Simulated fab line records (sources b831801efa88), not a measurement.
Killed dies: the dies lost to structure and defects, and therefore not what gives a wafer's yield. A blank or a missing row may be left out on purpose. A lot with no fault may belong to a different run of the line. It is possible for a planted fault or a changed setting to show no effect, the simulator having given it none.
The tool behind it: which one? | flow sky130 | 12 lots with 33 wafers sampled at 4 steps, on a route of 708 steps

## WHAT THE GAUGES READ, wafer by wafer
SKY_CAPM_RS_MEAS_03: measurement is done with a four-point probe. Usual: for CAPM_TIN_RS the level is 6.73 ohm/sq and the standard deviation is 0.079.
lot  | measured     | on            | CAPM_TIN_RS (ohm/sq) | flag
L471 | day 37 02:59 | film_metro-04 | 6.80 6.79 6.79       |
L473 | day 37 11:16 | film_metro-03 | 6.67 6.80 6.84       |
L472 | day 37 15:41 | film_metro-03 | 6.58 6.58 6.53       |
L474 | day 37 19:42 | film_metro-04 | 6.83 6.75 6.75       |
L475 | day 38 04:33 | film_metro-03 | 6.60 6.59 6.65       |
L476 | day 38 07:52 | film_metro-04 | 6.70 6.73 6.72       |
L477 | day 38 11:53 | film_metro-04 | 6.72 6.70            |
L478 | day 39 02:40 | film_metro-04 | 6.74 6.70 6.72       |
L479 | day 39 12:07 | film_metro-03 | 6.81 6.87            |
L482 | day 39 21:08 | film_metro-02 | 6.75 6.75 6.83       |
L492 | day 43 00:26 | film_metro-04 | 6.70 6.66 6.69       |
L494 | day 43 06:22 | film_metro-04 | 6.77 6.71            |

SKY_CAPM_OVL_MEAS_12. Usual: for CAPM_OVL the level is -0.5 nm and the standard deviation is 1.6.
lot  | measured     | on         | CAPM_OVL (nm)  | flag
L471 | day 38 04:47 | overlay-02 | 0.8 0.3 -0.7   |
L473 | day 38 12:38 | overlay-01 | -2.2 -3.8 -2.2 |
L472 | day 38 17:10 | overlay-02 | 1.9 1.2 1.8    |
L474 | day 38 20:55 | overlay-02 | 1.7 1.6 0.0    |
L475 | day 39 05:34 | overlay-02 | -2.1 0.3 -2.3  |
L476 | day 39 09:26 | overlay-01 | -0.4 -1.2 -2.1 |
L477 | day 39 13:17 | overlay-02 | -1.6 -3.2      |
L478 | day 40 03:20 | overlay-02 | -4.0 -2.8 -5.0 |
L479 | day 40 12:59 | overlay-01 | 0.0 -0.4       |
L482 | day 40 21:17 | overlay-01 | -1.7 1.2 1.8   |
L492 | day 43 23:14 | overlay-01 | -2.4 -0.2 1.1  |
L494 | day 44 04:47 | overlay-01 | 2.0 1.2        |

SKY_CAP2M_RS_MEAS_03: measurement is done with a four-point probe. Usual: for CAP2M_TIN_RS the level is 6.92 ohm/sq and the standard deviation is 0.066.
lot  | measured     | on            | CAP2M_TIN_RS (ohm/sq) | flag
L471 | day 40 10:50 | film_metro-01 | 7.00 6.90 6.91        |
L473 | day 40 19:43 | film_metro-03 | 6.91 6.92 6.92        |
L472 | day 40 23:17 | film_metro-03 | 6.83 6.80 6.85        |
L474 | day 41 03:20 | film_metro-01 | 6.90 6.79 6.85        |
L475 | day 41 10:14 | film_metro-03 | 7.06 7.00 7.04        |
L476 | day 41 14:20 | film_metro-03 | 6.88 7.04 6.98        |
L477 | day 41 18:07 | film_metro-01 | 6.94 6.98             |
L478 | day 42 07:48 | film_metro-04 | 6.93 6.96 6.93        |
L479 | day 42 16:14 | film_metro-04 | 6.84 7.00             |
L482 | day 43 01:23 | film_metro-03 | 7.04 6.99 7.01        |
L492 | day 45 22:50 | film_metro-04 | 6.77 6.81 6.82        |
L494 | day 46 03:46 | film_metro-01 | 6.94 6.89             |

## WHICH TOOL RAN EACH LOT (tool, then ch and the chambers of the sampled wafers, then the start)
lot  | SKY_METAL4_SPUTTER_04
L471 | pvd_sputter-03, day 40 10:35
L473 | pvd_sputter-03, day 40 19:29
L472 | pvd_sputter-04, day 40 23:02
L474 | pvd_sputter-01, day 41 03:03
L475 | pvd_sputter-04, day 41 09:58
L476 | pvd_sputter-03, day 41 14:06
L477 | pvd_sputter-03, day 41 17:52
L478 | pvd_sputter-03, day 42 07:34
L479 | pvd_sputter-04, day 42 15:59
L482 | pvd_sputter-03, day 43 01:07
L492 | pvd_sputter-04, day 45 22:36
L494 | pvd_sputter-01, day 46 03:26
- SKY_METAL4_SPUTTER_04: material TiN, target thk 70 nm, time 58.3 s.

## AS READ BY THE TOOLS THEMSELVES (means over the sampled wafers that have a number; for cases with no such wafer, the mark the record gives instead)
SKY_METAL4_SPUTTER_04. Usual: throttle_valve_pct reads 29.9 % (standard deviation 1.5).
lot  | tool           | throttle_valve_pct (%) | flag
L471 | pvd_sputter-03 | 28.8                   |
L473 | pvd_sputter-03 | 28.1                   |
L472 | pvd_sputter-04 | 30.1                   |
L474 | pvd_sputter-01 | 29.5                   |
L475 | pvd_sputter-04 | 30.8                   |
L476 | pvd_sputter-03 | 29.7                   |
L477 | pvd_sputter-03 | 28.6                   |
L478 | pvd_sputter-03 | 30.4                   |
L479 | pvd_sputter-04 | 30.4                   |
L482 | pvd_sputter-03 | 31.1                   |
L492 | pvd_sputter-04 | 29.9                   |
L494 | pvd_sputter-01 | 29.8                   |

## THE ANSWER, worked out from the rows above alone
Rule: lot off if the mean of its wafers having a number is beyond 3 standard deviations from the usual mean. Also off: a lot with no number at a reading for which 4 or more lots have one. All remaining lots with rows at the step are treated as sound. First the gauges in route order, then the tools' own readings, where a lot's mean is used as printed above. At the first step where some lot is off, the reading lying furthest off is the one used; lots without a number count as furthest.
No lot is off at any reading shown: from this, nothing can be told.

## WHAT WAS PUT IN BY THE SIMULATOR
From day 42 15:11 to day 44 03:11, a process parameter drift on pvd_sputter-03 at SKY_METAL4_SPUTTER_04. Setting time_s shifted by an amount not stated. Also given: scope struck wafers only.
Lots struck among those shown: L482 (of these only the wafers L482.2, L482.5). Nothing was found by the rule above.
